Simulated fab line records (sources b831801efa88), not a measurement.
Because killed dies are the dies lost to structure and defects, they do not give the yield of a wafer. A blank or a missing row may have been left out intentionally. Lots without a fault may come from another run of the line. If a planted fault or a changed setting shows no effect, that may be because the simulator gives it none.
Comparing a struck lot with a sound one || flow sfq_line || 18 out of 325 route steps
Sound: the wafers L927.1, L927.2, L927.3. Struck: wafers L931.1, L931.3, L931.5. Last of all comes the cause.
Order at every step that has rows: each side's tool, ch and its chambers, its first start. Under that, the readings that differ: sound wafers || struck wafers || difference of the means || sigmas: that difference in standard deviations of wafers without a fault.
alike: same words and numbers on both sides, and readings whose means sit less than 2 such deviations apart. not compared: any withheld reading, any reading some wafer has no value for, any bound like >300 that may hide the same value, and any number with overlapping values for which the record gives no deviation.
A row with sigmas, a row that says differs or no value, or rows on one side alone: a step with any of these is where the two part. Numbers that have no deviation but don't overlap get no sigmas and don't part them. A reading missing from all wafers of one side parts the sides only when that side holds two or more wafers.

SFQ_TRILAYER_M4_BARC_OPEN_METAL_ETCH_123: etches BARC in O2, target depth 125 nm, time 41.7 s.
  sound on rie_metal-02 ch 0,1, day 45 17:31; struck on rie_metal-02 ch 0,1, day 47 09:07
  alike: drypump_motor_current_A, oes_product_au
  not compared: rf_hours_counter_h
SFQ_TRILAYER_M4_ETCH_METAL_ETCH_096: etches Nb in Cl2/Ar, stops on SiO2, target depth 240 nm, time 120 s.
  sound on rie_metal-02 ch 0,1, day 45 17:35; struck on rie_metal-02 ch 0,1, day 47 09:11
  alike: drypump_motor_current_A, oes_product_au
  not compared: rf_hours_counter_h
SFQ_TRILAYER_M4_STRIP_STRIP_097: strips in O2.
  sound on rie_metal-02 ch 0,1, day 45 17:42; struck on rie_metal-02 ch 0,1, day 47 09:18
  alike: drypump_motor_current_A, oes_product_au
  not compared: rf_hours_counter_h
then, 2 steps without rows for these wafers: SFQ_TRILAYER_M4_STRIP_SOLV_CLEAN_098 (cleans in NMP, time 600 s); SFQ_TRILAYER_I4_DEP_PECVD_099 (deposits SiO2 from SiH4/N2O, time 111.11 s, target thk 500 nm).
SFQ_TRILAYER_I4_CMP_CMP_100: polishes SiO2.
  sound on cmp-01 ch 0,1,2, day 46 01:49; struck on cmp-02 ch 0,1, day 48 05:05
  alike: motor_current_A, platen_rpm, retaining_ring_pressure_frac, time_to_endpoint_s
SFQ_I4_BOW_MEAS_927:
  sound on film_metro-01 at day 46 04:19; struck on film_metro-01 at day 48 08:05
  alike: I4_BOW
SFQ_TRILAYER_I4_METRO_MEASURE_101:
  sound on film_metro-01 at day 46 04:26; struck on film_metro-01 at day 48 08:12
  alike: thk_nm
then, 4 steps without rows for these wafers: SFQ_TRILAYER_I4_VIA_LITHO_COAT_108 (resist thk 62 nm); SFQ_TRILAYER_I4_VIA_LITHO_COAT_103 (resist thk 650 nm); SFQ_TRILAYER_I4_VIA_LITHO_SOFTBAKE_107; SFQ_TRILAYER_I4_VIA_LITHO_EXPOSE_104 (exposes mask I4, target cd 700 nm).
-- the record jumps here: 5 days lie between the struck wafers' starts before and after --
SFQ_TRILAYER_I4_VIA_LITHO_PEB_106: peb time 60 s.
  sound on litho_track-04 ch 0, day 52 08:34; struck on litho_track-04 ch 0, day 53 15:49
{"reading": "heater_power_total_W (W)", "sound": "79.16 79.30 79.06", "struck": "85.24 85.02 85.03", "difference": "+5.92", "sigmas": "+86"}
{"reading": "plate_temp_C (C)", "sound": "114.96 115.12 115.08", "struck": "- - -", "difference": "no value on the struck wafers", "sigmas": ""}
then, 1 step without rows for these wafers: SFQ_TRILAYER_I4_VIA_LITHO_DEVELOP_105 (time 60 s).
SFQ_I4_OVL_MEAS_928:
  sound on overlay-01 at day 52 08:52; struck on overlay-01 at day 53 16:07
  alike: I4_OVL
SFQ_TRILAYER_I4_VIA_BARC_OPEN_VIA_ETCH_146: etches BARC in O2, target depth 125 nm, time 41.7 s.
  sound on rie_diel-02 ch 0,2,3, day 52 08:54; struck on rie_diel-04 ch 2,3, day 53 16:09
{"reading": "model.I4.cd_nm (nm)", "sound": "699.5 698.3 699.7", "struck": "668.9 668.5 669.5", "difference": -30.2, "sigmas": ""}
  alike: drypump_motor_current_A, oes_product_au
  not compared: rf_hours_counter_h
SFQ_TRILAYER_I4_VIA_ETCH_VIA_ETCH_106: etches SiO2 in CHF3, stops on Nb, target depth 260 nm.
  sound on rie_diel-02 ch 0,2,3, day 52 08:56; struck on rie_diel-04 ch 2,3, day 53 16:11
{"reading": "model.I4.cd_nm (nm)", "sound": "698.2 701.8 702.1", "struck": "666.7 668.4 668.2", "difference": -32.9, "sigmas": ""}
  alike: drypump_motor_current_A, oes_product_au
then, 1 step without rows for these wafers: SFQ_TRILAYER_I4_VIA_STRIP_STRIP_107 (strips in O2).

WHERE THEY PART
Within this record, at SFQ_TRILAYER_I4_VIA_LITHO_PEB_106 only. Later steps at which nothing parts them and some readings are alike: SFQ_I4_OVL_MEAS_928, SFQ_TRILAYER_I4_VIA_BARC_OPEN_VIA_ETCH_146, SFQ_TRILAYER_I4_VIA_ETCH_VIA_ETCH_106.

WHY: what had been put in by the simulator
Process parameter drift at SFQ_TRILAYER_I4_VIA_LITHO_PEB_106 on litho_track-04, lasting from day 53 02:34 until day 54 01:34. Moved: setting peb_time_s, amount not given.
